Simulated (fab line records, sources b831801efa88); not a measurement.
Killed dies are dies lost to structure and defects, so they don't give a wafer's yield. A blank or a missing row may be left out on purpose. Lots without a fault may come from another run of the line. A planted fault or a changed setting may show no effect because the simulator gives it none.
Which tool did it? | flow gf180mcu | 14 lots, 42 wafers sampled, at 4 steps of a route of 602

WHAT THE GAUGES READ, wafer by wafer
GF_MVSD_OVL_MEAS_07. Usual: MVSD_OVL -0.7 nm, standard deviation 1.7.
lot  | measured    | on         | MVSD_OVL (nm)  | flag
L618 | day 4 11:16 | overlay-02 | -2.6 -3.0 -1.4 |
L619 | day 4 17:28 | overlay-02 | -1.7 -2.8 -1.1 |
L620 | day 4 22:04 | overlay-01 | 0.9 -0.2 0.7   |
L622 | day 5 10:46 | overlay-02 | -0.1 -0.4 -0.5 |
L623 | day 5 15:13 | overlay-01 | -3.0 -2.5 -4.6 |
L625 | day 6 04:54 | overlay-01 | 1.9 0.0 0.9    |
L626 | day 6 09:49 | overlay-02 | 0.5 0.6 0.5    |
L627 | day 6 14:19 | overlay-02 | -1.1 0.0 -0.6  |
L629 | day 7 02:01 | overlay-01 | -0.9 -1.8 -0.8 |
L638 | day 9 03:52 | overlay-01 | -2.4 -1.9 -1.6 |
L639 | day 9 10:12 | overlay-01 | -3.0 -1.3 -4.2 |
L640 | day 9 16:13 | overlay-01 | -2.7 -3.6 -2.9 |

GF_VT_IMPLANT_TW_MEAS_10. Usual: VT_IMPLANT_TW 566, standard deviation 4.9.
lot  | measured     | on            | VT_IMPLANT_TW | flag
L618 | day 5 16:37  | film_metro-04 | 560 561 558   |
L619 | day 5 22:27  | film_metro-04 | 560 558 561   |
L620 | day 6 03:56  | film_metro-04 | 563 562 560   |
L622 | day 6 17:16  | film_metro-02 | 570 568 572   |
L623 | day 6 22:15  | film_metro-04 | 561 563 561   |
L625 | day 7 13:00  | film_metro-01 | 565 568 564   |
L626 | day 7 17:45  | film_metro-02 | 569 568 570   |
L627 | day 7 21:41  | film_metro-01 | 567 566 567   |
L629 | day 8 09:17  | film_metro-01 | 570 564 565   |
L638 | day 10 15:33 | film_metro-04 | 564 561 565   |
L639 | day 10 22:53 | film_metro-04 | 563 565 560   |
L640 | day 11 05:33 | film_metro-01 | 565 566 567   |

GF_POLY_GATE_OVL_MEAS_11. Usual: POLY_GATE_OVL 3 nm, standard deviation 5.1.
lot  | measured     | on         | POLY_GATE_OVL (nm) | flag
L618 | day 9 06:05  | overlay-02 | 2 6 6              |
L619 | day 9 13:14  | overlay-02 | -2 -1 3            |
L620 | day 9 18:17  | overlay-02 | 7 4 3              |
L622 | day 10 09:32 | overlay-02 | 1 -1 1             |
L623 | day 10 17:14 | overlay-02 | 4 8 4              |
L625 | day 11 08:58 | overlay-01 | -2 -7 -5           |
L626 | day 11 14:25 | overlay-01 | 7 9 7              |
L627 | day 11 18:55 | overlay-02 | 5 2 6              |
L629 | day 12 08:17 | overlay-01 | -5 4 5             |
L638 | day 15 02:14 | overlay-02 | -3 -2 -2           |
L639 | day 15 10:01 | overlay-02 | 1 -1 -1            |
L640 | day 15 17:23 | overlay-01 | -1 0 -4            |

WHICH TOOL RAN EACH LOT (tool, then ch and the chambers of the sampled wafers, then the start)
lot  | GF_STI_OXIDATION_21
L618 | furnace-02 ch 0, day 2 03:14
L619 | furnace-01 ch 0, day 2 08:35
L620 | furnace-01 ch 0, day 2 12:12
L622 | furnace-01 ch 0, day 2 23:20
L623 | furnace-02 ch 0, day 3 04:54
L625 | furnace-01 ch 0, day 3 14:58
L626 | furnace-02 ch 0, day 3 20:25
L627 | furnace-02 ch 0, day 4 00:56
L629 | furnace-02 ch 0, day 4 10:46
L635 | furnace-02, day 5 18:51
L636 | furnace-01, day 5 22:45
L638 | furnace-01 ch 0, day 6 08:56
L639 | furnace-01 ch 0, day 6 14:05
L640 | furnace-01 ch 0, day 6 19:27
- GF_STI_OXIDATION_21: stabilise 600 s, purge 300 s, target thk 15 nm.

WHAT THE TOOLS THEMSELVES READ (means of the sampled wafers that have a number; where no wafer has one, the mark that the record gives instead)
GF_STI_OXIDATION_21. Usual: ox_temp_c 1000.0 C, standard deviation 0.44; ox_temp_c_max 1003.6, standard deviation 0.93.
lot  | tool       | ox_temp_c (C) | ox_temp_c_max | flag
L618 | furnace-02 | 999.6         | 1003.4        |
L619 | furnace-01 | 999.7         | 1002.8        |
L620 | furnace-01 | 999.5         | 1002.8        |
L622 | furnace-01 | 1000.6        | 1003.4        |
L623 | furnace-02 | 1000.1        | 1005.0        |
L625 | furnace-01 | 1000.4        | 1003.2        |
L626 | furnace-02 | 1000.3        | 1004.1        |
L627 | furnace-02 | 999.4         | 1003.7        |
L629 | furnace-02 | 1000.6        | 1004.5        |
L635 | furnace-02 | -             | -             | OFF
L636 | furnace-01 | -             | -             | OFF
L638 | furnace-01 | 1000.2        | 1003.0        |
L639 | furnace-01 | 999.9         | 1003.1        |
L640 | furnace-01 | 999.8         | 1002.8        |

THE ANSWER, worked out from the rows above alone
Rule: a lot is off if the mean of its wafers that have a number lies more than 3 standard deviations from the usual mean. A lot without any number at a reading at which 4 lots or more have one is off too. The other lots that the step has rows for count as sound. The gauges are gone through in route order, then the tools' own readings, and for those a lot's mean is taken as printed above. The first step at which some lot is off is used, and at that step the reading that is off furthest; a lot without a number counts as furthest.
Off: L635, L636, at GF_STI_OXIDATION_21 (ox_temp_c). Without a number there: L635, L636.
A tool fits if, at that step or a process step before it, it ran every lot that is off, and no sound lot after the first of them. None of those tried fits.

WHAT THE SIMULATOR HAD PUT IN
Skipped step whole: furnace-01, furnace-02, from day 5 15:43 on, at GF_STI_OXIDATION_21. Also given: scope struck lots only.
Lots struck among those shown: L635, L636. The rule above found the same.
